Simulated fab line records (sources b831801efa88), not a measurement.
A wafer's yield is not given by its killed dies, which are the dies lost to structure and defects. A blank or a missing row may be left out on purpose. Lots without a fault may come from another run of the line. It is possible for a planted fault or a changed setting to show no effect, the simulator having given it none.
Which of the tools did it? -- flow gf180mcu -- 39 wafers from 13 lots sampled at 3 of the route's 602 steps

WHAT THE GAUGES SHOWED, per wafer
GF_HV_LDD_OVL_MEAS_08. Usual: HV_LDD_OVL 0.1 nm, standard deviation 1.5.
lot,measured,on,HV_LDD_OVL (nm),flag
L991,day 10 07:38,overlay-01,1.3 2.7 1.2,
L992,day 10 07:41,overlay-02,-1.1 -1.0 -1.5,
L995,day 11 06:01,overlay-02,-0.8 -2.1 0.6,
L996,day 11 21:35,overlay-01,1.4 2.5 2.4,
L998,day 12 05:14,overlay-01,3.1 1.4 -0.2,
L102,day 13 10:07,overlay-02,-1.8 -2.1 -0.4,
L103,day 13 14:16,overlay-01,0.1 2.5 2.7,
L106,day 14 13:13,overlay-02,-2.9 -0.2 -1.8,
L110,day 15 19:49,overlay-01,1.9 0.7 0.8,
L111,day 16 05:35,overlay-02,-1.4 -1.9 0.3,
L112,day 16 13:09,overlay-01,-1.2 -1.8 -1.5,
L113,day 16 18:34,overlay-01,1.0 2.0 1.4,
L114,day 17 04:10,overlay-02,-1.1 0.8 0.6,

WHAT TOOL EACH LOT RAN ON (gives the tool, then ch and the chambers of the sampled wafers, and finally the start)
lot,GF_DUAL_GATE_COAT_06,GF_DUAL_GATE_STRIP_13
L991,"litho track-01 ch 0, day 7 23:12","plasma asher-04 ch 0,1, day 8 07:45"
L992,"litho track-03 ch 0, day 8 05:38","plasma asher-01 ch 0,1, day 8 14:36"
L995,"litho track-01 ch 0, day 9 01:32","plasma asher-01 ch 0,1, day 9 09:57"
L996,"litho track-02 ch 0, day 9 18:18","plasma asher-01 ch 0,1, day 10 03:59"
L998,"litho track-01 ch 0, day 10 01:30","plasma asher-01 ch 0,1, day 10 10:16"
L102,"litho track-03 ch 0, day 11 03:38","plasma asher-04 ch 0,1, day 11 13:17"
L103,"litho track-01 ch 0, day 11 08:02","plasma asher-01 ch 0,1, day 11 18:11"
L106,"litho track-01 ch 0, day 12 04:06","plasma asher-02 ch 0,1, day 12 13:51"
L110,"litho track-01 ch 0, day 13 07:59","plasma asher-01 ch 0,1, day 13 18:17"
L111,"litho track-03 ch 0, day 13 15:58","plasma asher-02 ch 0,1, day 14 02:34"
L112,"litho track-03 ch 0, day 13 21:16","plasma asher-04 ch 0, day 14 08:11"
L113,"litho track-02 ch 0, day 14 07:33","plasma asher-01 ch 0,1, day 14 18:29"
L114,"litho track-03 ch 0, day 14 11:50","plasma asher-01 ch 0,1, day 14 22:36"
- GF_DUAL_GATE_COAT_06: resist thk 1000 nm.
- GF_DUAL_GATE_STRIP_13: strips in O2/N2.

WHAT THE TOOLS THEMSELVES READ (means of the sampled wafers that have a number; where no wafer has one, the mark that the record gives instead)
GF_DUAL_GATE_STRIP_13. Usual: drypump motor current A 5.6 A, standard deviation 0.48; heater power w 344 W, standard deviation 23; oes product au 0.716 a.u., standard deviation 0.0045; strip time to endpoint s 12.62 s, standard deviation 0.035.
lot,tool,drypump motor current A (A),heater power w (W),oes product au (a.u.),strip time to endpoint s (s),flag
L991,plasma asher-04,5.1,352,0.713,12.58,
L992,plasma asher-01,5.6,325,0.713,12.61,
L995,plasma asher-01,5.6,326,0.718,12.57,
L996,plasma asher-01,5.6,324,0.716,12.70,
L998,plasma asher-01,5.6,324,0.719,12.64,
L102,plasma asher-04,5.4,378,0.719,12.61,
L103,plasma asher-01,5.6,321,0.714,12.63,
L106,plasma asher-02,6.1,348,0.713,13.00,OFF
L110,plasma asher-01,5.6,332,0.710,12.98,OFF
L111,plasma asher-02,6.0,347,0.721,12.61,
L112,plasma asher-04,4.8,335,0.716,12.64,
L113,plasma asher-01,5.8,332,0.710,12.65,
L114,plasma asher-01,5.8,332,0.712,12.57,

THE ANSWER, worked out from the rows above alone
Rule: take the mean of a lot's wafers that have a number; if it is more than 3 standard deviations from the usual mean, the lot is off. Also off: a lot with no number at a reading for which 4 or more lots have one. All remaining lots with rows at the step are treated as sound. After the gauges, taken in route order, come the tools' own readings; for these a lot's mean is taken, as printed above. At the first step where some lot is off, the reading lying furthest off is the one used; lots without a number count as furthest.
Off at GF_DUAL_GATE_STRIP_13 (strip time to endpoint s): L106, L110.
If a tool, at that step or one of the process steps before it, ran each lot that is off and ran no sound lot following the first of them, it fits. One fits: litho track-01 at GF_DUAL_GATE_COAT_06. Its last sound lot is L103 (day 11 08:02), its first lot that is off L106 (day 12 04:06): a fault that began between those two fits.

WHAT THE SIMULATOR PUT IN
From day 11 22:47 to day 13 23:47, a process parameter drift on litho track-01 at GF_DUAL_GATE_COAT_06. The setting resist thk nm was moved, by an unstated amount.
Shown lots that were struck: L106, L110. The same result came from the rule above.
